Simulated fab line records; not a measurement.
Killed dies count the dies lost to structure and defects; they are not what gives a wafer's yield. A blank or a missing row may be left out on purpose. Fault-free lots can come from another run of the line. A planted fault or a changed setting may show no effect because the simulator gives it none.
Struck lot and sound lot, side by side	flow sky130	34 out of 708 route steps
Sound: the wafers L493.3, L493.4, L493.6. The struck wafers were L497.1, L497.5, L497.6. At the end, the cause is stated.
Order at every step that has rows: each side's tool, ch and its chambers, its first start. Under that, the readings that differ: sound wafers	struck wafers	difference of the means	sigmas: that difference in standard deviations of wafers without a fault.
alike: words and numbers the same on both sides, and readings whose means are apart by under 2 such deviations; not compared: readings that were withheld, readings missing a value for some wafer, numbers with overlapping values and no deviation given by the record, and bounds like >300 which may hide the same value.
The two part at a step that has a row with sigmas, a row that says differs or no value, or rows on one side only. Non-overlapping numbers with no deviation appear without sigmas and do not part them. A reading missing from all wafers of one side parts the sides only when that side holds two or more wafers.

first, 7 steps without rows for these wafers: SKY_SONOS_TUNNEL_DEVELOP_06 (develop time 60 s); SKY_SONOS_TUNNEL_IMPLANT_09; SKY_SONOS_TUNNEL_WET_ETCH_10 (etches SiO2 in dHF, target depth 14 nm, time 280 s); SKY_SONOS_TUNNEL_STRIP_11 (strips in SPM, time 600 s); SKY_SONOS_TUNNEL_CLEAN_13 (cleans in dHF, time 20 s); SKY_SONOS_ONO_OXIDATION_00 (stabilise 600 s, purge 300 s, target thk 2.6 nm); SKY_SONOS_ONO_CVD_02 (deposits Si3N4 from DCS/NH3, target thk 10.5 nm, time 180 s).
SKY_SONOS_ONO_CVD_04: deposits SiO2 from SiH4/N2O, target thk 5.7199 nm.
  sound on lpcvd-03 ch 1, day 11 15:03; struck on lpcvd-03 ch 1, day 13 02:34
reading	sound	struck	difference	sigmas
pressure-mtorr (mTorr)	399.8 400.0 400.7	480.1 480.2 480.6	+80.1	+99 or more
model.SiO2_of_SONOS_ONO_CVD_04.thk-nm (nm)	5.661 5.647 5.655	6.573 6.609 6.498	+0.906	
  alike: zone-power-upper-pct
SKY_SONOS_ONO_THK_MEAS_05:
  struck on film-metro-02, day 13 03:49; sound on film-metro-04, day 11 16:19
reading	sound	struck	difference	sigmas
SONOS_ONO_CVD_04_THK (nm)	5.65 5.61 5.59	6.56 6.62 6.56	+0.96	+9
then, 23 steps without rows for these wafers: SKY_SONOS_ONO_DEHYDRATE_06 (time 60 s); SKY_SONOS_ONO_HMDS_07 (prime time 60 s); SKY_SONOS_ONO_COAT_08 (resist thk 1140 nm); SKY_SONOS_ONO_SOFTBAKE_09 (time 60 s); SKY_SONOS_ONO_EXPOSE_10 (exposes mask ONOM, target cd 410 nm); SKY_SONOS_ONO_PEB_11; SKY_SONOS_ONO_DEVELOP_12 (develop time 60 s); SKY_SONOS_ONO_ETCH_15 (etches the open film in CHF3/O2, target depth 19.52 nm, time 7.8 s); SKY_SONOS_ONO_WET_ETCH_16 (etches SiO2 in dHF, target depth 14 nm, time 280 s); SKY_SONOS_ONO_STRIP_17 (strips in O2/N2); SKY_SONOS_ONO_WET_ETCH_18 (etches Si3N4 in H3PO4, target depth 15 nm, time 172 s); SKY_GATE_OXIDE_CLEAN_00 (cleans in SC1/SC2, time 150 s); SKY_GATE_OXIDE_OXIDATION_01 (stabilise 600 s, purge 300 s, target thk 10.268 nm); SKY_GATE_OXIDE_DEHYDRATE_03 (time 60 s); SKY_GATE_OXIDE_HMDS_04 (prime time 60 s); SKY_GATE_OXIDE_COAT_05 (resist thk 1140 nm); SKY_GATE_OXIDE_SOFTBAKE_06 (time 60 s); SKY_GATE_OXIDE_EXPOSE_07 (exposes mask LVOM, target cd 600 nm); SKY_GATE_OXIDE_PEB_08; SKY_GATE_OXIDE_DEVELOP_09 (develop time 60 s); SKY_GATE_OXIDE_IMPLANT_11; SKY_GATE_OXIDE_WET_ETCH_12 (etches SiO2 in dHF, target depth 16.8 nm, time 336 s); SKY_GATE_OXIDE_STRIP_13 (strips in O2/N2).
-- the record jumps here: 2 days lie between the struck wafers' starts before and after --
SKY_GATE_OXIDE_CLEAN_15: cleans in SC1/SC2, time 150 s.
  sound on wet-bench-04 ch 1, day 13 22:18; struck on wet-bench-03 ch 3, day 15 11:01
reading	sound	struck	difference	sigmas
model.SiO2_of_SONOS_ONO_CVD_04.thk-nm (nm)	4.141 4.126 4.133	5.051 5.089 4.975	+0.905	
-- the record jumps here: 31 days lie between the struck wafers' starts before and after (it left off in module GATE_OXIDE and takes up again in module PAD_OPEN, whose first step shown is number 708 of the route) --
SKY_PAD_OPEN_PROBE_99:
  struck on prober-01, day 46 17:13; sound on prober-02, day 45 14:26
reading	sound	struck	difference	sigmas
model.etest.sonos-erased.drive-ua-um	193.9 157.4 189.2	148.1 123 118.8	-50.2	
model.etest.sonos-uncharged.r-on-ohm-um	809.8 800.7 815	847.7 842.6 858	+40.9	
model.etest.cap-ono.gate-log10-a-cm2	-7.891 -7.82 -7.814	-9.2 -9.092 -8.954	-1.2	
model.etest.cap-ono.gate-bv-v (V)	16.91 16 16.2	17.43 17.58 17.78	+1.23	
model.etest.cap-ono.tox-acc-nm (nm)	12.87 12.81 12.8	13.85 13.8 13.65	+0.94	
model.etest.sonos-programmed.off-log10-a-um	-13.97 -13.96 -13.93	-13.1 -13.25 -13.65	+0.6	
model.etest.sonos-programmed.vt-v (V)	1.478 1.457 1.51	0.9265 0.9585 1.005	-0.5183	
model.etest.sonos-erased.vt-v (V)	-2.313 -2.304 -2.321	-1.801 -1.773 -1.825	+0.513	
  alike: killed_at_M0_to_M3, killed_at_M4_up, killed-at-contacts, killed-at-front-end, killed-at-other, killed-dies, killed-open, killed-short

== WHERE THEY PART ==
First at SKY_SONOS_ONO_CVD_04; last, within this record, at SKY_SONOS_ONO_THK_MEAS_05. Later steps at which nothing parts them and some readings are alike: SKY_PAD_OPEN_PROBE_99.

WHY: what the simulator had put in
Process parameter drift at SKY_SONOS_ONO_CVD_04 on lpcvd-03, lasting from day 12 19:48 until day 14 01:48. From 400, the setting pressure-mtorr moved by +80.
